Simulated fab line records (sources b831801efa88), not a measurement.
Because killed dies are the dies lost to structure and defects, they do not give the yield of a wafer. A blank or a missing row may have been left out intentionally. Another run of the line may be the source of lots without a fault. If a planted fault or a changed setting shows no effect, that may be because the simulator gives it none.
Split-lot experiment | flow sky130 | route with 708 steps; 5 lots, 27 wafers read

## ON THE SPLIT
At SKY_CAPM_SPUTTER_02 (material TiN, target thk 200 nm, time 166.7 s), the setting time_s was moved away from the recipe's 166.7 s on 6 of the 27 wafers read, by -41.3% to -30.8%. This setting was run at the recipe's value on the other wafers.

## FROM THE SPLIT TO THE READING: what the file shows between them, 5 steps
- SKY_CAPM_RS_MEAS_03: measures by four-point-probe
- SKY_CAPM_THK_MEAS_04: measures by xrf
- SKY_CAPM_DEHYDRATE_05: time 60 s
- SKY_CAPM_HMDS_06: prime time 60 s
- SKY_CAPM_DEVELOP_11: develop time 60 s

## THE READING
oes_product_au, in a.u., at SKY_CAPM_METAL_ETCH_13 (etches TiN in Cl2/BCl3, stops on SiO2, target depth 220 nm, time 62.9 s). A value of 0.941 a.u. with a standard deviation of 0.0083 a.u. is what fault-free wafers of this fab line usually give.

wafer  | tool, chamber at the split | time_s as run, s | against the recipe | oes_product_au, a.u. | against lot-mates on the recipe
L074.1 | pvd_sputter-04, -          | 97.81            | -41.3%             | 0.709                | -0.229
L074.2 | pvd_sputter-04, -          | 166.7            | recipe             | 0.939                | -
L074.3 | pvd_sputter-04, -          | 97.81            | -41.3%             | 0.698                | -0.240
L074.4 | pvd_sputter-04, -          | 97.81            | -41.3%             | 0.704                | -0.234
L074.5 | pvd_sputter-04, -          | 166.7            | recipe             | 0.942                | -
L074.6 | pvd_sputter-04, -          | 166.7            | recipe             | 0.932                | -
L077.1 | pvd_sputter-01, -          | 166.7            | recipe             | 0.956                | -
L077.2 | pvd_sputter-01, -          | 166.7            | recipe             | 0.944                | -
L077.3 | pvd_sputter-01, -          | 166.7            | recipe             | 0.949                | -
L077.4 | pvd_sputter-01, -          | 166.7            | recipe             | 0.936                | -
L077.5 | pvd_sputter-01, -          | 166.7            | recipe             | 0.940                | -
L077.6 | pvd_sputter-01, -          | 166.7            | recipe             | 0.951                | -
L080.1 | pvd_sputter-01, -          | 166.7            | recipe             | 0.953                | -
L080.2 | pvd_sputter-01, -          | 115.3            | -30.8%             | 0.749                | -0.197
L080.3 | pvd_sputter-01, -          | 115.3            | -30.8%             | 0.762                | -0.184
L080.4 | pvd_sputter-01, -          | 166.7            | recipe             | 0.951                | -
L080.5 | pvd_sputter-01, -          | 166.7            | recipe             | 0.933                | -
L080.6 | pvd_sputter-01, -          | 115.3            | -30.8%             | 0.767                | -0.179
L079.2 | pvd_sputter-01, -          | 166.7            | recipe             | 0.928                | -
L079.3 | pvd_sputter-01, -          | 166.7            | recipe             | 0.945                | -
L079.5 | pvd_sputter-01, -          | 166.7            | recipe             | 0.936                | -
L085.1 | pvd_sputter-01, -          | 166.7            | recipe             | 0.954                | -
L085.2 | pvd_sputter-01, -          | 166.7            | recipe             | 0.940                | -
L085.3 | pvd_sputter-01, -          | 166.7            | recipe             | 0.949                | -
L085.4 | pvd_sputter-01, -          | 166.7            | recipe             | 0.939                | -
L085.5 | pvd_sputter-01, -          | 166.7            | recipe             | 0.937                | -
L085.6 | pvd_sputter-01, -          | 166.7            | recipe             | 0.946                | -

THE FIT
A straight line over all 27 wafers: oes_product_au changes by +0.00584 a.u. for each +1% of time_s; r = +1.00; the points scatter about the line by 0.0078 a.u.
The same after taking each lot's own level away (the mean of its wafers on the recipe; 27 wafers): +0.00579 a.u. for each +1%; r = +1.00; scatter 0.0076 a.u.
The reading moves by 0.24 a.u. for the largest change in time_s, on that fit.
Measured against the standard deviation above, the lots' own levels, which go from 0.9363 to 0.9460 a.u., span 1.2 times it.
Consequently the slope shifts little with the lot-to-lot level, the two slopes agreeing.
Check: with one of the wafers moved furthest among these (-41.3%) left out of the fit, the line predicts -0.243 a.u. for it against its lot-mates. It came out at -0.229 a.u. against them.

## THE WHOLE CHAIN: every reading that the file lists as answering this split, in the file's order
step                   | what it does                                                            | reading                                                                        | change (the file's fit)                  | r (the file's)
SKY_CAPM_SPUTTER_02    | material TiN, target thk 200 nm, time 166.7 s                           | TiN_of_CAPM_SPUTTER_02.thk_nm (the simulator's own value, which no gauge read) | +2.02 nm for each +1% of the setting     | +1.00
SKY_CAPM_RS_MEAS_03    | measures by four-point-probe                                            | CAPM_TIN_RS                                                                    | -0.119 for each +1% of the setting       | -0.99
SKY_CAPM_THK_MEAS_04   | measures by xrf                                                         | CAPM_TIN_THK                                                                   | +2.02 for each +1% of the setting        | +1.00
SKY_CAPM_METAL_ETCH_13 | etches TiN in Cl2/BCl3, stops on SiO2, target depth 220 nm, time 62.9 s | oes_product_au                                                                 | +0.0058 a.u. for each +1% of the setting | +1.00

## FILE'S OWN FIT
oes_product_au changes by +0.0058 a.u. for each +1% of time_s, r = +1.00.
